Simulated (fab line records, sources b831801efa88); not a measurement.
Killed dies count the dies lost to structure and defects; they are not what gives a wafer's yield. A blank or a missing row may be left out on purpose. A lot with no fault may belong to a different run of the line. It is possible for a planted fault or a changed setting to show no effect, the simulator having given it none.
fab line records / flow gf180mcu / part 2 of 2: steps 32 to 45 of 45
record: lots: 5 wafers: 15 last_day: 33
route steps=602 shown MIM@511 M5@526 V5@540
lots untouched by any fault: they come from a run of this same line in which no faults occurred
start_h: hours from the record's first day to the start of the lot's first wafer shown / wait_h: time in hours since the lot's previous step / " identical to the entry in the row above / L1.1+2: one row covering several wafers at once / - value missing, or start not given / * or withheld: withheld / < > ~ a bound
route shown NAME@n: names a module that has steps shown in the file, with the first one's number in the route / usual: the fault-free wafers' mean and standard deviation / same: alike in all rows / chamber/n: place in a boat / sites: per-site readings / _std_site: standard deviation of those values / _edge_site: mean of outer sites minus mean of inner sites / radius_mm: how far each site lies from the wafer's centre / mask NAME#n: copy n / behind: the tool/chamber that last shaped the wafer / hold: the reason the lot was held/the length of the hold in hours/how it ended / device: the n, p or np transistor that did not switch / end of line: tests run on the same wafers once the route is complete / step lacking rows: just its recipe / killed: dies lost to structure and defects at the first sort, not the wafer's yield / map: shows each die of a wafer: x if killed, . if not, _ if none is there
set.NAME: the setting as run; set.NAME@STEP: as run at that earlier step / model.NAME: the simulator's own value behind a step, which no gauge read
lots at selected steps of the route; one table per step, one row per wafer
services: from which hour (start_h, from the record's first day; less than 0 if before it) a tool's chamber was out of use, for how many hours, and why
== steps ==
step: GF_V5_CVD_02
recipe: material: SiO2 target_thk_nm: 1450 precursor: TEOS temp_c: 400 time_s: 163.28 rf_w: 600
usual: heater_power_w: 666/78
same: time_s: 163.28
lot.wafer=L076.1 tool=pecvd-04 chamber=0 start_h=633.83 wait_h=0.1 heater_power_w=594
lot.wafer=L076.3 tool=pecvd-04 chamber=1 start_h=633.83 wait_h=0.1 heater_power_w=663
lot.wafer=L076.6 tool=pecvd-04 chamber=1 start_h=633.83 wait_h=0.1 heater_power_w=721
lot.wafer=L077.1 tool=pecvd-04 chamber=0 start_h=640.61 wait_h=0.1 heater_power_w=657
lot.wafer=L077.4 tool=pecvd-04 chamber=2 start_h=640.61 wait_h=0.1 heater_power_w=654
lot.wafer=L077.6 tool=pecvd-04 chamber=1 start_h=640.61 wait_h=0.1 heater_power_w=580
lot.wafer=L084.4 tool=pecvd-01 chamber=0 start_h=694.32 wait_h=0.1 heater_power_w=543
lot.wafer=L084.5 tool=pecvd-01 chamber=1 start_h=694.32 wait_h=0.1 heater_power_w=571
lot.wafer=L084.6 tool=pecvd-01 chamber=2 start_h=694.32 wait_h=0.1 heater_power_w=686
lot.wafer=L088.1 tool=pecvd-01 chamber=0 start_h=719.25 wait_h=0.1 heater_power_w=565
lot.wafer=L088.3 tool=pecvd-01 chamber=2 start_h=719.25 wait_h=0.1 heater_power_w=703
lot.wafer=L088.6 tool=pecvd-01 chamber=0 start_h=719.25 wait_h=0.1 heater_power_w=628
lot.wafer=L092.1 tool=pecvd-03 chamber=1 start_h=743.10 wait_h=0.1 heater_power_w=716
lot.wafer=L092.3 tool=pecvd-03 chamber=2 start_h=743.10 wait_h=0.1 heater_power_w=759
lot.wafer=L092.5 tool=pecvd-03 chamber=2 start_h=743.10 wait_h=0.1 heater_power_w=642
step: GF_V5_THK_MEAS_03
recipe: reads: SiO2_of_V5_CVD_02
usual: V5_CVD_02_THK: 1446/25
lot.wafer=L076.1 tool=film_metro-01 chamber=- start_h=633.94 wait_h=0.1 V5_CVD_02_THK[nm]=1420
lot.wafer=L076.3 tool=film_metro-01 chamber=- start_h=633.94 wait_h=0.1 V5_CVD_02_THK[nm]=1424
lot.wafer=L076.6 tool=film_metro-01 chamber=- start_h=633.94 wait_h=0.1 V5_CVD_02_THK[nm]=1436
lot.wafer=L077.1 tool=film_metro-01 chamber=- start_h=640.72 wait_h=0.1 V5_CVD_02_THK[nm]=1429
lot.wafer=L077.4 tool=film_metro-01 chamber=- start_h=640.72 wait_h=0.1 V5_CVD_02_THK[nm]=1421
lot.wafer=L077.6 tool=film_metro-01 chamber=- start_h=640.72 wait_h=0.1 V5_CVD_02_THK[nm]=1458
lot.wafer=L084.4 tool=film_metro-04 chamber=- start_h=694.40 wait_h=0.0 V5_CVD_02_THK[nm]=1451
lot.wafer=L084.5 tool=film_metro-04 chamber=- start_h=694.40 wait_h=0.0 V5_CVD_02_THK[nm]=1449
lot.wafer=L084.6 tool=film_metro-04 chamber=- start_h=694.40 wait_h=0.0 V5_CVD_02_THK[nm]=1444
lot.wafer=L088.1 tool=film_metro-04 chamber=- start_h=719.36 wait_h=0.1 V5_CVD_02_THK[nm]=1404
lot.wafer=L088.3 tool=film_metro-04 chamber=- start_h=719.36 wait_h=0.1 V5_CVD_02_THK[nm]=1417
lot.wafer=L088.6 tool=film_metro-04 chamber=- start_h=719.36 wait_h=0.1 V5_CVD_02_THK[nm]=1429
lot.wafer=L092.1 tool=film_metro-02 chamber=- start_h=743.21 wait_h=0.1 V5_CVD_02_THK[nm]=1437
lot.wafer=L092.3 tool=film_metro-02 chamber=- start_h=743.21 wait_h=0.1 V5_CVD_02_THK[nm]=1439
lot.wafer=L092.5 tool=film_metro-02 chamber=- start_h=743.21 wait_h=0.1 V5_CVD_02_THK[nm]=1465
step: GF_V5_CMP_04
recipe: material: SiO2 down_force_psi: 4 platen_rpm: 60 pad_velocity_m_s: 0.94248
usual: motor_current_A: 11.7/1.2
lot.wafer=L076.1 tool=cmp-01 chamber=2 start_h=634.05 wait_h=0.1 motor_current_A=9.9
lot.wafer=L076.3 tool=cmp-01 chamber=1 start_h=634.05 wait_h=0.1 motor_current_A=11.6
lot.wafer=L076.6 tool=cmp-01 chamber=2 start_h=634.05 wait_h=0.1 motor_current_A=10.1
lot.wafer=L077.1 tool=cmp-01 chamber=1 start_h=640.98 wait_h=0.3 motor_current_A=11.7
lot.wafer=L077.4 tool=cmp-01 chamber=3 start_h=640.98 wait_h=0.3 motor_current_A=11.7
lot.wafer=L077.6 tool=cmp-01 chamber=1 start_h=640.98 wait_h=0.3 motor_current_A=11.9
lot.wafer=L084.4 tool=cmp-02 chamber=3 start_h=694.53 wait_h=0.1 motor_current_A=12.4
lot.wafer=L084.5 tool=cmp-02 chamber=1 start_h=694.53 wait_h=0.1 motor_current_A=13.5
lot.wafer=L084.6 tool=cmp-02 chamber=2 start_h=694.53 wait_h=0.1 motor_current_A=12.4
lot.wafer=L088.1 tool=cmp-01 chamber=3 start_h=719.42 wait_h=0.1 motor_current_A=11.2
lot.wafer=L088.3 tool=cmp-01 chamber=1 start_h=719.42 wait_h=0.1 motor_current_A=11.3
lot.wafer=L088.6 tool=cmp-01 chamber=0 start_h=719.42 wait_h=0.1 motor_current_A=12.7
lot.wafer=L092.3 tool=cmp-02 chamber=1 start_h=743.52 wait_h=0.3 motor_current_A=11.7
lot.wafer=L092.1 tool=cmp-02 chamber=2 start_h=743.52 wait_h=0.3 motor_current_A=11.6
lot.wafer=L092.5 tool=cmp-02 chamber=0 start_h=743.52 wait_h=0.3 motor_current_A=9.6
step: GF_V5_BOW_MEAS_05
recipe: mode: bow
usual: V5_BOW: 134/9.5
lot.wafer=L076.1 tool=film_metro-01 chamber=- start_h=634.35 wait_h=0.2 V5_BOW[um]=135
lot.wafer=L076.3 tool=film_metro-01 chamber=- start_h=634.35 wait_h=0.2 V5_BOW[um]=138
lot.wafer=L076.6 tool=film_metro-01 chamber=- start_h=634.35 wait_h=0.2 V5_BOW[um]=141
lot.wafer=L077.1 tool=film_metro-04 chamber=- start_h=641.23 wait_h=0.2 V5_BOW[um]=137
lot.wafer=L077.4 tool=film_metro-04 chamber=- start_h=641.23 wait_h=0.2 V5_BOW[um]=126
lot.wafer=L077.6 tool=film_metro-04 chamber=- start_h=641.23 wait_h=0.2 V5_BOW[um]=129
lot.wafer=L084.4 tool=film_metro-04 chamber=- start_h=694.79 wait_h=0.2 V5_BOW[um]=122
lot.wafer=L084.5 tool=film_metro-04 chamber=- start_h=694.79 wait_h=0.2 V5_BOW[um]=116
lot.wafer=L084.6 tool=film_metro-04 chamber=- start_h=694.79 wait_h=0.2 V5_BOW[um]=133
lot.wafer=L088.1 tool=film_metro-01 chamber=- start_h=719.72 wait_h=0.2 V5_BOW[um]=137
lot.wafer=L088.3 tool=film_metro-01 chamber=- start_h=719.72 wait_h=0.2 V5_BOW[um]=133
lot.wafer=L088.6 tool=film_metro-01 chamber=- start_h=719.72 wait_h=0.2 V5_BOW[um]=121
lot.wafer=L092.1 tool=film_metro-02 chamber=- start_h=743.72 wait_h=0.1 V5_BOW[um]=147
lot.wafer=L092.3 tool=film_metro-02 chamber=- start_h=743.72 wait_h=0.1 V5_BOW[um]=150
lot.wafer=L092.5 tool=film_metro-02 chamber=- start_h=743.72 wait_h=0.1 V5_BOW[um]=167
step: GF_V5_DEHYDRATE_06
recipe: temp_c: 200 time_s: 60
same: time_s: 60
lot.wafer=L076.1+3+6 tool=litho_track-01 chamber=0 start_h=643.98 wait_h=9.6
lot.wafer=L077.1+4+6 tool=litho_track-04 chamber=0 start_h=650.92 wait_h=9.7
lot.wafer=L084.4+5+6 tool=litho_track-02 chamber=0 start_h=703.64 wait_h=8.8
lot.wafer=L088.1+3+6 tool=litho_track-04 chamber=0 start_h=728.27 wait_h=8.5
lot.wafer=L092.1+3+5 tool=litho_track-04 chamber=0 start_h=751.12 wait_h=7.4
step: GF_V5_HMDS_07
recipe: prime_time_s: 60 prime_temp_c: 120
same: prime_time_s: 60
lot.wafer=L076.1+3+6 tool=litho_track-01 chamber=0 start_h=644.13 wait_h=0.1
lot.wafer=L077.1+4+6 tool=litho_track-04 chamber=0 start_h=651.07 wait_h=0.1
lot.wafer=L084.4+5+6 tool=litho_track-02 chamber=0 start_h=703.79 wait_h=0.1
lot.wafer=L088.1+3+6 tool=litho_track-04 chamber=0 start_h=728.42 wait_h=0.1
lot.wafer=L092.1+3+5 tool=litho_track-04 chamber=0 start_h=751.27 wait_h=0.1
step: GF_V5_COAT_08
recipe: resist: BARC temp_c: withheld time_s: withheld spin_rpm: withheld resist_thk_nm: withheld
lot.wafer=L076.1+3+6 tool=litho_track-01 chamber=0 start_h=644.28 wait_h=0.1
lot.wafer=L077.1+4+6 tool=litho_track-04 chamber=0 start_h=651.22 wait_h=0.1
lot.wafer=L084.4+5+6 tool=litho_track-02 chamber=0 start_h=703.94 wait_h=0.1
lot.wafer=L088.1+3+6 tool=litho_track-04 chamber=0 start_h=728.57 wait_h=0.1
lot.wafer=L092.1+3+5 tool=litho_track-04 chamber=0 start_h=751.42 wait_h=0.1
step: GF_V5_COAT_09
recipe: resist: KrF spin_rpm: withheld resist_thk_nm: 1000
lot.wafer=L076.1+3+6 tool=litho_track-01 chamber=0 start_h=- wait_h=-
lot.wafer=L077.1+4+6 tool=litho_track-04 chamber=0 start_h=- wait_h=-
lot.wafer=L084.4+5+6 tool=litho_track-02 chamber=0 start_h=- wait_h=-
lot.wafer=L088.1+3+6 tool=litho_track-04 chamber=0 start_h=- wait_h=-
lot.wafer=L092.1+3+5 tool=litho_track-04 chamber=0 start_h=- wait_h=-
step: GF_V5_SOFTBAKE_10
recipe: temp_c: 130 time_s: 60 resist: KrF
same: time_s: 60
lot.wafer=L076.1+3+6 tool=litho_track-01 chamber=0 start_h=- wait_h=-
lot.wafer=L077.1+4+6 tool=litho_track-04 chamber=0 start_h=- wait_h=-
lot.wafer=L084.4+5+6 tool=litho_track-02 chamber=0 start_h=- wait_h=-
lot.wafer=L088.1+3+6 tool=litho_track-04 chamber=0 start_h=- wait_h=-
lot.wafer=L092.1+3+5 tool=litho_track-04 chamber=0 start_h=- wait_h=-
step: GF_V5_EXPOSE_11
recipe: mask_id: Via5 target_cd_nm: 260 na: 0.68 source_shape: conventional sigma_outer: 0.6 dose_mj: 38
same: na: 0.68
lot.wafer=L076.1+3+6 tool=krf_scanner-02 chamber=0 start_h=- wait_h=- mask=Via5#0
lot.wafer=L077.1+4+6 tool=krf_scanner-02 chamber=0 start_h=- wait_h=- mask=Via5#0
lot.wafer=L084.4+5+6 tool=krf_scanner-01 chamber=0 start_h=- wait_h=- mask=Via5#0
lot.wafer=L088.1+3+6 tool=krf_scanner-02 chamber=0 start_h=- wait_h=- mask=Via5#0
lot.wafer=L092.1+3+5 tool=krf_scanner-02 chamber=0 start_h=- wait_h=- mask=Via5#0
step: GF_V5_PEB_12
recipe: peb_temp_c: 135 peb_time_s: 90 resist: KrF
lot.wafer=L076.1+3+6 tool=litho_track-01 chamber=0 start_h=- wait_h=-
lot.wafer=L077.1+4+6 tool=litho_track-02 chamber=0 start_h=- wait_h=-
lot.wafer=L084.4+5+6 tool=litho_track-02 chamber=0 start_h=- wait_h=-
lot.wafer=L088.1+3+6 tool=litho_track-02 chamber=0 start_h=- wait_h=-
lot.wafer=L092.1+3+5 tool=litho_track-04 chamber=0 start_h=- wait_h=-
step: GF_V5_DEVELOP_13
recipe: develop_time_s: 60 resist: KrF dev_temp_c: 21
lot.wafer=L076.1+3+6 tool=litho_track-01 chamber=0 start_h=653.63 wait_h=0.2
lot.wafer=L077.1+4+6 tool=litho_track-02 chamber=0 start_h=660.56 wait_h=0.2
lot.wafer=L084.4+5+6 tool=litho_track-02 chamber=0 start_h=713.09 wait_h=0.1
lot.wafer=L088.1+3+6 tool=litho_track-02 chamber=0 start_h=738.01 wait_h=0.2
lot.wafer=L092.1+3+5 tool=litho_track-04 chamber=0 start_h=760.12 wait_h=0.2
step: GF_V5_CD_MEAS_14
recipe: target_cd_nm: 260
usual: cd_nm: 259.5/1.2
lot.wafer=L076.1 tool=cd_sem-02 chamber=- start_h=653.78 wait_h=0.1 cd_nm=257.3
lot.wafer=L076.3 tool=cd_sem-02 chamber=- start_h=653.78 wait_h=0.1 cd_nm=260.2
lot.wafer=L076.6 tool=cd_sem-02 chamber=- start_h=653.78 wait_h=0.1 cd_nm=258.6
lot.wafer=L077.1 tool=cd_sem-02 chamber=- start_h=660.71 wait_h=0.1 cd_nm=258.6
lot.wafer=L077.4 tool=cd_sem-02 chamber=- start_h=660.71 wait_h=0.1 cd_nm=259.4
lot.wafer=L077.6 tool=cd_sem-02 chamber=- start_h=660.71 wait_h=0.1 cd_nm=259.2
lot.wafer=L084.4 tool=cd_sem-01 chamber=- start_h=713.22 wait_h=0.1 cd_nm=259.9
lot.wafer=L084.5 tool=cd_sem-01 chamber=- start_h=713.22 wait_h=0.1 cd_nm=259.7
lot.wafer=L084.6 tool=cd_sem-01 chamber=- start_h=713.22 wait_h=0.1 cd_nm=259.7
lot.wafer=L088.1 tool=cd_sem-01 chamber=- start_h=738.16 wait_h=0.1 cd_nm=259.8
lot.wafer=L088.3 tool=cd_sem-01 chamber=- start_h=738.16 wait_h=0.1 cd_nm=257.8
lot.wafer=L088.6 tool=cd_sem-01 chamber=- start_h=738.16 wait_h=0.1 cd_nm=258.8
lot.wafer=L092.1 tool=cd_sem-02 chamber=- start_h=760.27 wait_h=0.1 cd_nm=260.3
lot.wafer=L092.3 tool=cd_sem-02 chamber=- start_h=760.27 wait_h=0.1 cd_nm=260.6
lot.wafer=L092.5 tool=cd_sem-02 chamber=- start_h=760.27 wait_h=0.1 cd_nm=260.4
step: GF_V5_OVL_MEAS_15
usual: V5_OVL: -3/6.6
lot.wafer=L076.1 tool=overlay-01 chamber=- start_h=653.90 wait_h=0.1 V5_OVL[nm]=3
lot.wafer=L076.3 tool=overlay-01 chamber=- start_h=653.90 wait_h=0.1 V5_OVL[nm]=1
lot.wafer=L076.6 tool=overlay-01 chamber=- start_h=653.90 wait_h=0.1 V5_OVL[nm]=-5
lot.wafer=L077.1 tool=overlay-02 chamber=- start_h=660.83 wait_h=0.1 V5_OVL[nm]=14
lot.wafer=L077.4 tool=overlay-02 chamber=- start_h=660.83 wait_h=0.1 V5_OVL[nm]=5
lot.wafer=L077.6 tool=overlay-02 chamber=- start_h=660.83 wait_h=0.1 V5_OVL[nm]=3
lot.wafer=L084.4 tool=overlay-01 chamber=- start_h=713.30 wait_h=0.1 V5_OVL[nm]=-14
lot.wafer=L084.5 tool=overlay-01 chamber=- start_h=713.30 wait_h=0.1 V5_OVL[nm]=-1
lot.wafer=L084.6 tool=overlay-01 chamber=- start_h=713.30 wait_h=0.1 V5_OVL[nm]=-10
lot.wafer=L088.1 tool=overlay-02 chamber=- start_h=738.28 wait_h=0.1 V5_OVL[nm]=-7
lot.wafer=L088.3 tool=overlay-02 chamber=- start_h=738.28 wait_h=0.1 V5_OVL[nm]=-3
lot.wafer=L088.6 tool=overlay-02 chamber=- start_h=738.28 wait_h=0.1 V5_OVL[nm]=-1
lot.wafer=L092.1 tool=overlay-02 chamber=- start_h=760.39 wait_h=0.1 V5_OVL[nm]=2
lot.wafer=L092.3 tool=overlay-02 chamber=- start_h=760.39 wait_h=0.1 V5_OVL[nm]=1
lot.wafer=L092.5 tool=overlay-02 chamber=- start_h=760.39 wait_h=0.1 V5_OVL[nm]=4
== services ==
tool=cmp-01 chamber=- start_h=572.00 hours=4.0 kind=pm
tool=krf_scanner-02 chamber=- start_h=582.31 hours=0.8 kind=pm
tool=krf_scanner-02 chamber=- start_h=594.70 hours=0.2 kind=repair
tool=hdpcvd-01 chamber=- start_h=598.82 hours=0.9 kind=repair
tool=krf_scanner-02 chamber=- start_h=599.36 hours=0.6 kind=repair
tool=pvd_sputter-01 chamber=- start_h=605.67 hours=3.7 kind=repair
tool=rie_diel-03 chamber=1 start_h=631.80 hours=7.1 kind=repair
tool=wet_bench-04 chamber=- start_h=638.41 hours=1.9 kind=pm
tool=cmp-01 chamber=- start_h=642.03 hours=4.3 kind=pm
tool=iline_stepper-02 chamber=- start_h=642.62 hours=1.5 kind=repair
tool=krf_scanner-02 chamber=- start_h=647.16 hours=1.0 kind=pm
tool=krf_scanner-02 chamber=- start_h=652.66 hours=1.7 kind=repair
tool=krf_scanner-02 chamber=- start_h=653.47 hours=2.5 kind=repair
tool=krf_scanner-02 chamber=- start_h=655.94 hours=1.3 kind=pm
tool=rie_diel-03 chamber=1 start_h=668.93 hours=5.3 kind=repair
tool=iline_stepper-02 chamber=- start_h=683.90 hours=4.4 kind=pm
tool=rie_diel-03 chamber=3 start_h=684.38 hours=1.8 kind=repair
tool=wet_bench-02 chamber=- start_h=685.14 hours=1.3 kind=repair
tool=rie_diel-03 chamber=0 start_h=699.13 hours=2.4 kind=repair
tool=pvd_sputter-01 chamber=- start_h=718.92 hours=3.7 kind=repair
tool=hdpcvd-01 chamber=- start_h=724.38 hours=18.9 kind=repair
tool=iline_stepper-02 chamber=- start_h=733.74 hours=2.1 kind=pm
tool=plasma_asher-03 chamber=- start_h=733.75 hours=9.0 kind=pm
tool=plasma_asher-03 chamber=- start_h=742.75 hours=2.8 kind=pm
